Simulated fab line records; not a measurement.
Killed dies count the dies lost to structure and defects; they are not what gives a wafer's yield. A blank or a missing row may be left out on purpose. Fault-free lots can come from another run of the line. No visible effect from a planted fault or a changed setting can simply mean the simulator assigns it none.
fab line records ; flow sky130
[record] lots = 7; wafers = 19; last-day = 50
route steps=708 shown LI_CONTACT@371 PAD_OPEN@708
lots that met no fault: from a run of the same line without faults
start-h: the number of hours between the record's first day and the start of the first shown wafer of the lot ; wait-h: hours from the lot's prior step to this one ; " repeats the value in the row above ; L1.1+2: a single row standing in for several wafers ; - no value, or no start was given ; * or withheld: withheld ; < > ~ a bound
route shown NAME@n: a module of which the file shows steps, and the number in the route of the first ; usual: mean and standard deviation over wafers with no fault ; same: alike in all rows ; chamber/n: place in a boat ; sites: the reading at each site ; _std_site: the standard deviation of these ; _edge_site: mean of outer sites minus mean of inner sites ; radius-mm: how far each site lies from the wafer's centre ; mask NAME#n: copy n ; behind: tool/chamber where the wafer was last shaped ; hold: why the lot was held/for how many hours/how that ended ; device: names the non-switching transistor (n, p or np) ; end of line: the tests these same wafers got at the end of their route ; a step with no rows: only its recipe ; killed: count of dies lost to structure and defects at first sort (not the wafer's yield) ; map: a wafer's dies, marking killed ones x, the rest . and places with no die _
set.NAME: the run value of the setting; set.NAME@STEP: its run value at that earlier step ; model.NAME: the simulator's own value behind a step, which no gauge read
a table for each step, a row for each wafer; lots at some steps of the route
services: the hour from which a tool's chamber was out of use, counted from the record's first day as start-h (under 0 if before that day), plus the number of hours and why
[[steps]]
[step SKY_LI_CONTACT_EXPOSE_09]
[recipe] mask-id = LICM1; na = 0.8; source-shape = annular; sigma-inner = 0.55; sigma-outer = 0.85; target-cd-nm = 170; dose-mj = 38
[step SKY_LI_CONTACT_PEB_10]
[recipe] peb-temp-c = withheld; peb-time-s = withheld; resist = KrF-thick
[step SKY_LI_CONTACT_DEVELOP_11]
[recipe] develop-time-s = 60; resist = KrF-thick; dev-temp-c = 21
[step SKY_LI_CONTACT_CD_MEAS_12]
[recipe] target-cd-nm = 170
[usual] cd-nm = 170.5/1.4
lot.wafer;tool;chamber;start-h;wait-h;cd-nm
L686.1;cd-sem-02;-;687.40;-;170.7
L686.3;cd-sem-02;-;687.40;-;173.0
L686.6;cd-sem-02;-;687.40;-;172.3
L695.2;cd-sem-02;-;765.93;-;169.8
L695.4;cd-sem-02;-;765.93;-;169.7
L695.6;cd-sem-02;-;765.93;-;168.1
L696.1;cd-sem-01;-;780.04;-;173.6
L696.5;cd-sem-01;-;780.04;-;174.0
L696.6;cd-sem-01;-;780.04;-;174.2
L701.3;cd-sem-02;-;807.15;-;172.1
L701.4;cd-sem-02;-;807.15;-;172.4
L701.6;cd-sem-02;-;807.15;-;172.4
L704.1;cd-sem-01;-;824.65;-;171.7
L704.3;cd-sem-01;-;824.65;-;171.0
L704.4;cd-sem-01;-;824.65;-;171.5
L706.1;cd-sem-01;-;840.52;-;170.2
L706.2;cd-sem-01;-;840.52;-;169.2
L707.2;cd-sem-01;-;842.69;-;169.7
L707.3;cd-sem-01;-;842.69;-;169.4
[step SKY_LI_CONTACT_OVL_MEAS_13]
[usual] LI_CONTACT_OVL = 1/5.8
lot.wafer;tool;chamber;start-h;wait-h;LI_CONTACT_OVL[nm]
L686.1;overlay-02;-;687.52;0.1;5
L686.3;overlay-02;-;687.52;0.1;8
L686.6;overlay-02;-;687.52;0.1;1
L695.2;overlay-01;-;766.04;0.1;-6
L695.4;overlay-01;-;766.04;0.1;-9
L695.6;overlay-01;-;766.04;0.1;-3
L696.1;overlay-01;-;780.16;0.1;2
L696.5;overlay-01;-;780.16;0.1;3
L696.6;overlay-01;-;780.16;0.1;0
L701.3;overlay-02;-;807.25;0.1;7
L701.4;overlay-02;-;807.25;0.1;-2
L701.6;overlay-02;-;807.25;0.1;6
L704.1;overlay-01;-;824.77;0.1;-4
L704.3;overlay-01;-;824.77;0.1;7
L704.4;overlay-01;-;824.77;0.1;-2
L706.1;overlay-02;-;840.64;0.1;-7
L706.2;overlay-02;-;840.64;0.1;-4
L707.2;overlay-02;-;842.79;0.1;0
L707.3;overlay-02;-;842.79;0.1;-2
[step SKY_LI_CONTACT_ETCH_14]
[recipe] chemistry = N2/H2; target = BARC; ion-energy-ev = 200; source-w = 500; bias-w = 100; pressure-mtorr = 30; n2-flow-sccm = 100; h2-flow-sccm = 200; stop-on = SiO2; time-s = 45.9; target-depth-a = 600
[usual] drypump-motor-current-A = 5.8/0.33; oes-product-au = 0.855/0.0047; throttle-valve-pct = 13.225/0.0094
lot.wafer;tool;chamber;start-h;wait-h;drypump-motor-current-A;oes-product-au;rf-hours-counter-h;throttle-valve-pct
L686.1;rie-diel-04;1;687.56;0.0;6.1;0.858;48;13.237
L686.3;rie-diel-04;3;687.56;0.0;6.3;0.856;8;13.225
L686.6;rie-diel-04;0;687.56;0.0;5.5;0.848;-;13.230
L695.2;rie-diel-03;2;766.07;0.0;6.3;0.861;13;13.211
L695.4;rie-diel-03;3;766.07;0.0;6.2;0.857;21;13.226
L695.6;rie-diel-03;2;766.07;0.0;6.3;0.851;-;13.226
L696.1;rie-diel-02;0;780.20;0.0;5.5;0.854;2;13.240
L696.5;rie-diel-02;2;780.20;0.0;5.8;0.843;-;13.223
L696.6;rie-diel-02;1;780.20;0.0;5.7;0.856;-;13.229
L701.3;rie-diel-02;0;807.27;0.0;5.5;0.859;3;13.215
L701.4;rie-diel-02;1;807.27;0.0;5.6;0.853;32;13.225
L701.6;rie-diel-02;1;807.27;0.0;5.6;0.858;-;13.217
L704.1;rie-diel-04;2;824.81;0.0;5.3;0.857;17;13.217
L704.3;rie-diel-04;3;824.81;0.0;6.3;0.851;12;13.233
L704.4;rie-diel-04;1;824.81;0.0;6.1;0.855;2;13.237
L706.1;rie-diel-02;3;840.67;0.0;5.9;0.850;5;13.220
L706.2;rie-diel-02;0;840.67;0.0;5.5;0.856;4;13.214
L707.2;rie-diel-04;3;842.82;0.0;6.3;0.857;12;13.222
L707.3;rie-diel-04;1;842.82;0.0;6.1;0.857;2;13.223
[step SKY_LI_CONTACT_ETCH_15]
[recipe] target = PSG; chemistry = C4F8/O2/Ar; stop-on = Si; taper-deg = 4.15; mask-material = KrF-thick; source-w = 1500; bias-w = 1200; pressure-mtorr = 40; c4f8-flow-sccm = withheld; O2_flow_sccm = 6; Ar_flow_sccm = 300; time-s = withheld; target-depth-a = 6000
[step SKY_LI_CONTACT_STRIP_16]
[recipe] chemistry = O2/N2; power-w = 1400; pressure-mtorr = 1500; platen-temp-c = withheld; o2-flow-sccm = 3000; n2-flow-sccm = 300; overash-fraction = 0.5
[usual] drypump-motor-current-A = 5.5/0.3; oes-product-au = 0.377/0.0049; strip-time-to-endpoint-s = 3.52/0.043
lot.wafer;tool;chamber;start-h;wait-h;drypump-motor-current-A;oes-product-au;rf-hours-counter-h;strip-time-to-endpoint-s
L686.1;plasma-asher-03;0;687.69;-;5.4;0.372;87;3.50
L686.3;plasma-asher-03;1;687.69;-;5.2;0.371;-;3.53
L686.6;plasma-asher-03;0;687.69;-;5.4;0.383;-;3.58
L695.2;plasma-asher-02;1;766.20;-;5.4;0.383;2;3.56
L695.4;plasma-asher-02;0;766.20;-;6.1;0.374;-;3.53
L695.6;plasma-asher-02;1;766.20;-;5.4;0.382;-;3.59
L696.1;plasma-asher-01;0;780.32;-;5.4;0.374;34;3.45
L696.5;plasma-asher-01;1;780.32;-;5.8;0.368;-;3.48
L696.6;plasma-asher-01;0;780.32;-;5.3;0.375;-;3.49
L701.3;plasma-asher-01;0;807.43;-;5.4;0.378;-;3.45
L701.4;plasma-asher-01;1;807.43;-;5.9;0.379;-;3.50
L701.6;plasma-asher-01;0;807.43;-;5.3;0.368;-;3.47
L704.1;plasma-asher-02;0;824.94;-;6.1;0.384;9;3.52
L704.3;plasma-asher-02;0;824.94;-;6.1;0.381;-;3.53
L704.4;plasma-asher-02;1;824.94;-;5.3;0.369;-;3.49
L706.1;plasma-asher-02;0;840.80;-;6.0;0.368;11;3.47
L706.2;plasma-asher-02;1;840.80;-;5.3;0.379;11;3.50
L707.2;plasma-asher-03;1;842.95;-;5.2;0.373;99;3.56
L707.3;plasma-asher-03;1;842.95;-;5.2;0.383;-;3.51
[step SKY_LI_CONTACT_CLEAN_17]
[recipe] chemistry = NMP; time-s = 600; temp-c = 60; dry = n2-spin
[step SKY_LI_CONTACT_PRE_CLEAN_18]
[recipe] gas = Ar; time-s = 5.6; bias-v = 358
[step SKY_LI_CONTACT_SPUTTER_19]
[recipe] material = Ti; target-thk-nm = 20; chamber-pressure-pa = 5; power-w = 2500; substrate-temp-c = 200; time-s = 106.37
[usual] throttle-valve-pct = 29.7/0.93
lot.wafer;tool;chamber;start-h;wait-h;throttle-valve-pct
L686.1;pvd-sputter-02;-;687.98;0.0;28.8
L686.3;pvd-sputter-02;-;687.98;0.0;28.5
L686.6;pvd-sputter-02;-;687.98;0.0;28.9
L695.2;pvd-sputter-04;-;766.49;0.0;31.5
L695.4;pvd-sputter-04;-;766.49;0.0;30.0
L695.6;pvd-sputter-04;-;766.49;0.0;29.7
L696.1;pvd-sputter-04;-;780.62;0.0;29.5
L696.5;pvd-sputter-04;-;780.62;0.0;29.3
L696.6;pvd-sputter-04;-;780.62;0.0;31.5
L701.3;pvd-sputter-01;-;807.71;0.0;30.2
L701.4;pvd-sputter-01;-;807.71;0.0;30.3
L701.6;pvd-sputter-01;-;807.71;0.0;30.0
L704.1;pvd-sputter-01;-;825.25;0.0;30.6
L704.3;pvd-sputter-01;-;825.25;0.0;30.3
L704.4;pvd-sputter-01;-;825.25;0.0;30.0
L706.1;pvd-sputter-02;-;841.09;0.0;28.8
L706.2;pvd-sputter-02;-;841.09;0.0;28.2
L707.2;pvd-sputter-02;-;843.24;0.0;28.4
L707.3;pvd-sputter-02;-;843.24;0.0;29.0
[step SKY_LI_CONTACT_SPUTTER_20]
[recipe] material = TiN; target-thk-nm = 20; chamber-pressure-pa = 5; power-w = 4000; time-s = 80
[usual] throttle-valve-pct = 29.6/0.94
lot.wafer;tool;chamber;start-h;wait-h;throttle-valve-pct
L686.1;pvd-sputter-02;-;688.06;0.0;28.7
L686.3;pvd-sputter-02;-;688.06;0.0;28.5
L686.6;pvd-sputter-02;-;688.06;0.0;28.8
L695.2;pvd-sputter-04;-;766.57;0.0;31.4
L695.4;pvd-sputter-04;-;766.57;0.0;29.8
L695.6;pvd-sputter-04;-;766.57;0.0;29.5
L696.1;pvd-sputter-04;-;780.69;0.0;29.8
L696.5;pvd-sputter-04;-;780.69;0.0;29.2
L696.6;pvd-sputter-04;-;780.69;0.0;31.6
L701.3;pvd-sputter-01;-;807.79;0.0;29.8
L701.4;pvd-sputter-01;-;807.79;0.0;30.3
L701.6;pvd-sputter-01;-;807.79;0.0;29.7
L704.1;pvd-sputter-01;-;825.32;0.0;30.5
L704.3;pvd-sputter-01;-;825.32;0.0;30.3
L704.4;pvd-sputter-01;-;825.32;0.0;29.8
L706.1;pvd-sputter-02;-;841.17;0.0;28.9
L706.2;pvd-sputter-02;-;841.17;0.0;28.3
L707.2;pvd-sputter-02;-;843.32;0.0;28.0
L707.3;pvd-sputter-02;-;843.32;0.0;28.7
[step SKY_LI_CONTACT_CVD_21]
[recipe] material = W; target-thk-nm = 400; time-s = 120.56; temp-c = 400; pressure-torr = 40
[usual] heater-power-w = 876/120
lot.wafer;tool;chamber;start-h;wait-h;heater-power-w;model.W_of_LI_CONTACT_CVD_21.thk-nm
L686.1;cvd-w-02;0;688.12;0.0;777;397.1
L686.3;cvd-w-02;0;688.12;0.0;768;394.8
L686.6;cvd-w-02;1;688.12;0.0;770;400.3
L695.2;cvd-w-02;1;766.63;0.0;783;398.8
L695.4;cvd-w-02;0;766.63;0.0;780;402.9
L695.6;cvd-w-02;0;766.63;0.0;789;405.4
L696.1;cvd-w-01;1;780.75;0.0;1073;396.5
L696.5;cvd-w-01;0;780.75;0.0;983;400.8
L696.6;cvd-w-01;1;780.75;0.0;1074;398.2
L701.3;cvd-w-01;1;807.89;0.1;1068;430.3
L701.4;cvd-w-01;0;807.89;0.1;979;399.9
L701.6;cvd-w-01;1;807.89;0.1;1106;397.4
L704.1;cvd-w-02;0;825.38;0.0;794;401.4
L704.3;cvd-w-02;0;825.38;0.0;757;401.7
L704.4;cvd-w-02;1;825.38;0.0;787;396
L706.1;cvd-w-01;1;841.23;0.0;1102;424.8
L706.2;cvd-w-01;0;841.23;0.0;983;398.8
L707.2;cvd-w-01;1;843.38;0.0;1058;401.2
L707.3;cvd-w-01;0;843.38;0.0;983;435.5
[step SKY_LI_CONTACT_RS_MEAS_22]
[recipe] thk-meas-gauge = four-point-probe; reads = W_of_LI_CONTACT_CVD_21+TiN_of_LI_CONTACT_SPUTTER_20+Ti_of_LI_CONTACT_SPUTTER_19
[usual] LI_CONTACT_W_RS = 0.2846/0.0028
lot.wafer;tool;chamber;start-h;wait-h;hold;LI_CONTACT_W_RS[ohm/sq]
L686.1;film-metro-04;-;688.24;0.1;-;0.2870
L686.3;film-metro-04;-;688.24;0.1;-;0.2881
L686.6;film-metro-04;-;688.24;0.1;-;0.2847
L695.2;film-metro-03;-;766.78;0.1;-;0.2858
L695.4;film-metro-03;-;766.78;0.1;-;0.2825
L695.6;film-metro-03;-;766.78;0.1;-;0.2812
L696.1;film-metro-03;-;780.88;0.1;-;0.2882
L696.5;film-metro-03;-;780.88;0.1;-;0.2847
L696.6;film-metro-03;-;780.88;0.1;-;0.2862
L701.3;film-metro-02;-;808.01;0.1;await-dispo/0.2h/release;0.2640
L701.4;film-metro-02;-;808.01;0.1;await-dispo/0.2h/release;0.2844
L701.6;film-metro-02;-;808.01;0.1;await-dispo/0.2h/release;0.2857
L701.3;film-metro-02;-;808.30;0.3;-;0.2647
L701.4;film-metro-02;-;808.30;0.3;-;0.2856
L701.6;film-metro-02;-;808.30;0.3;-;0.2860
L704.1;film-metro-02;-;825.51;0.1;-;0.2839
L704.3;film-metro-02;-;825.51;0.1;-;0.2836
L704.4;film-metro-02;-;825.51;0.1;-;0.2877
L706.1;film-metro-04;-;841.36;0.1;await-dispo/0.2h/release;0.2678
L706.2;film-metro-04;-;841.36;0.1;await-dispo/0.2h/release;0.2858
L706.1;film-metro-04;-;841.64;0.3;-;0.2674
L706.2;film-metro-04;-;841.64;0.3;-;0.2859
L707.2;film-metro-02;-;843.53;0.1;await-dispo/0.2h/release;0.2840
L707.3;film-metro-02;-;843.53;0.1;await-dispo/0.2h/release;0.2617
L707.2;film-metro-02;-;843.81;0.3;-;0.2842
L707.3;film-metro-02;-;843.81;0.3;-;0.2622
[step SKY_LI_CONTACT_THK_MEAS_23]
[recipe] thk-meas-gauge = xrf; reads = W_of_LI_CONTACT_CVD_21
[usual] LI_CONTACT_W_THK = 403/5.8
lot.wafer;tool;chamber;start-h;wait-h;hold;LI_CONTACT_W_THK[nm]
L686.1;film-metro-04;-;688.36;0.1;-;401
L686.3;film-metro-04;-;688.36;0.1;-;399
L686.6;film-metro-04;-;688.36;0.1;-;402
L695.2;film-metro-03;-;766.89;0.1;-;405
L695.4;film-metro-03;-;766.89;0.1;-;408
L695.6;film-metro-03;-;766.89;0.1;-;414
L696.1;film-metro-03;-;781.00;0.1;-;397
L696.5;film-metro-03;-;781.00;0.1;-;406
L696.6;film-metro-03;-;781.00;0.1;-;404
L701.3;film-metro-02;-;811.11;2.8;await-dispo/0.2h/release;431
L701.4;film-metro-02;-;811.11;2.8;await-dispo/0.2h/release;399
L701.6;film-metro-02;-;811.11;2.8;await-dispo/0.2h/release;400
L701.3;film-metro-02;-;811.43;0.3;-;431
L701.4;film-metro-02;-;811.43;0.3;-;402
L701.6;film-metro-02;-;811.43;0.3;-;399
L704.1;film-metro-02;-;825.63;0.1;-;398
L704.3;film-metro-02;-;825.63;0.1;-;397
L704.4;film-metro-02;-;825.63;0.1;-;390
L706.1;film-metro-04;-;845.85;4.2;await-dispo/0.2h/release;435
L706.2;film-metro-04;-;845.85;4.2;await-dispo/0.2h/release;404
L706.1;film-metro-04;-;846.18;0.3;-;430
L706.2;film-metro-04;-;846.18;0.3;-;404
L707.2;film-metro-02;-;848.22;4.4;await-dispo/0.2h/release;398
L707.3;film-metro-02;-;848.22;4.4;await-dispo/0.2h/release;432
L707.2;film-metro-02;-;848.56;0.3;-;398
L707.3;film-metro-02;-;848.56;0.3;-;435
[step SKY_LI_CONTACT_CMP_24]
[recipe] stop-on = PSG; t-overpolish-s = 20; down-force-psi = 3.5; platen-rpm = 60; target-thk-nm = 0; pad-velocity-m-s = 0.94248
[usual] motor-current-A = 10.8/1.1
lot.wafer;tool;chamber;start-h;wait-h;hold;motor-current-A
L686.3;cmp-02;0;688.42;0.0;-;10.5
L686.1;cmp-02;3;688.42;0.0;-;10.1
L686.6;cmp-02;1;688.42;0.0;-;10.7
L695.4;cmp-01;2;766.99;0.1;-;9.7
L695.2;cmp-01;0;766.99;0.1;-;12.5
L695.6;cmp-01;1;766.99;0.1;-;9.9
L696.1;cmp-02;1;781.21;0.2;-;9.6
L696.5;cmp-02;2;781.21;0.2;-;11.1
L696.6;cmp-02;3;781.21;0.2;-;9.8
L701.3;cmp-01;0;817.69;6.3;await-dispo/6.1h/release;11.5
L701.4;cmp-01;3;817.69;6.3;await-dispo/6.1h/release;12.2
L701.6;cmp-01;0;817.69;6.3;await-dispo/6.1h/release;11.9
L704.1;cmp-01;3;825.74;0.1;-;12.4
L704.3;cmp-01;0;825.74;0.1;-;11.9
L704.4;cmp-01;1;825.74;0.1;-;9.9
L706.1;cmp-02;0;849.46;3.3;await-dispo/3.1h/release;10.6
L706.2;cmp-02;1;849.46;3.3;await-dispo/3.1h/release;10.2
L707.3;cmp-02;1;851.16;2.6;await-dispo/2.5h/release;10.7
L707.2;cmp-02;2;851.16;2.6;await-dispo/2.5h/release;10.9
[step SKY_PAD_OPEN_PROBE_99]
[usual] killed_at_M0_to_M3 = 44/6.9; killed_at_M4_up = 3.3/2.1; killed-at-contacts = 24/4.8; killed-at-front-end = 15/4.4; killed-at-other = 0.2/0.48; killed-dies = 87/9.5; killed-open = 48/6.5; killed-short = 39/6.3
[same] gross-dies = 492; killed-at-back-side = 0
lot.wafer;tool;chamber;start-h;wait-h;killed_at_M0_to_M3;killed_at_M4_up;killed-at-contacts;killed-at-front-end;killed-at-other;killed-dies;killed-open;killed-short
L701.6;prober-02;-;1168.37;0.2;40;1;23;10;0;74;39;34
L704.1;prober-01;-;1179.99;0.1;34;1;24;19;0;78;46;32
// killed by level:class
L701.6 CONTACT:geometric-particle:open=9 VIA1:geometric-particle:open=8 LOCAL_INTERCONNECT:geometric-particle:short=5 METAL1:geometric-particle:short=5 VIA1:geometric-particle:short=5 VIA2:geometric-particle:open=5 LI_CONTACT:geometric-particle:open=4 CONTACT:geometric-particle:short=3
L704.1 VIA1:geometric-particle:open=12 POLY_GATE:geometric-particle:open=10 LI_CONTACT:geometric-particle:open=7 CONTACT:geometric-particle:open=7 LOCAL_INTERCONNECT:geometric-particle:short=5 METAL2:geometric-particle:short=5 FIELD_ISO:geometric-particle:short=4 CONTACT:geometric-particle:short=4
[[services]]
tool;chamber;start-h;hours;kind
pvd-sputter-02;-;665.47;1.8;repair
rie-diel-02;-;672.59;2.8;pm
cmp-01;-;674.99;3.4;repair
cmp-01;-;679.41;2.8;repair
plasma-asher-02;-;684.16;7.0;repair
pvd-sputter-04;-;689.48;12.6;repair
cvd-w-02;-;693.84;2.8;pm
pvd-sputter-02;-;695.37;6.8;repair
plasma-asher-02;-;698.03;1.7;repair
rie-diel-04;1;707.93;49.0;repair
cmp-02;-;712.37;1.1;repair
rie-diel-04;3;712.45;4.3;repair
cmp-01;-;719.73;0.6;repair
rie-diel-02;3;730.94;8.2;repair
plasma-asher-02;-;733.75;9.0;pm
cmp-01;-;744.83;4.0;pm
rie-diel-04;-;745.15;1.4;repair
cvd-w-02;-;747.47;0.7;repair
rie-diel-02;0;749.66;1.3;repair
cmp-01;-;814.98;0.9;repair
pvd-sputter-01;-;818.33;4.8;repair
pvd-sputter-02;-;819.89;1.1;repair
cvd-w-02;-;830.98;1.4;repair
cmp-01;-;844.22;3.2;pm
[[key]]
[first-sign] step = SKY_LI_CONTACT_RS_MEAS_22; reading = visit; direction = added
[effect] step = SKY_LI_CONTACT_RS_MEAS_22; reading = LI_CONTACT_W_RS; direction = down; sigmas = 7.1; usual = 0.2846; struck = 0.2645
[effect] step = SKY_LI_CONTACT_THK_MEAS_23; reading = visit; direction = added
[effect] step = SKY_LI_CONTACT_THK_MEAS_23; reading = LI_CONTACT_W_THK; direction = up; sigmas = 5.1; usual = 403; struck = 433
[effect] step = SKY_LI_CONTACT_CMP_24; reading = hold; direction = added
[model-effect] step = SKY_LI_CONTACT_CVD_21; value = W_of_LI_CONTACT_CVD_21.thk-nm; without = 400; struck = 430.2
met-at SKY_LI_CONTACT_CVD_21
struck-wafers L701.3,L706.1,L707.3
tester-left-out L701,L706,L707
onset-between 780.75 807.89
[fault] kind = process-parameter-drift; tool = cvd-w-01; chamber = -; onset-h = 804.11; steps = SKY_LI_CONTACT_CVD_21; channel = target-thk-nm; offset = 30.339; shape = step; end-h = 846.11; scope = struck-wafers-only; acts-in = these-recipes-only; stated = 400
// tester-left-out: of these lots the tester's yield and bins aren't shown, on N5 and GAA mostly nor the transistor test; their killed dies are dies lost to structure and defects alone, not to doping, threshold or leakage, so they don't give the yield
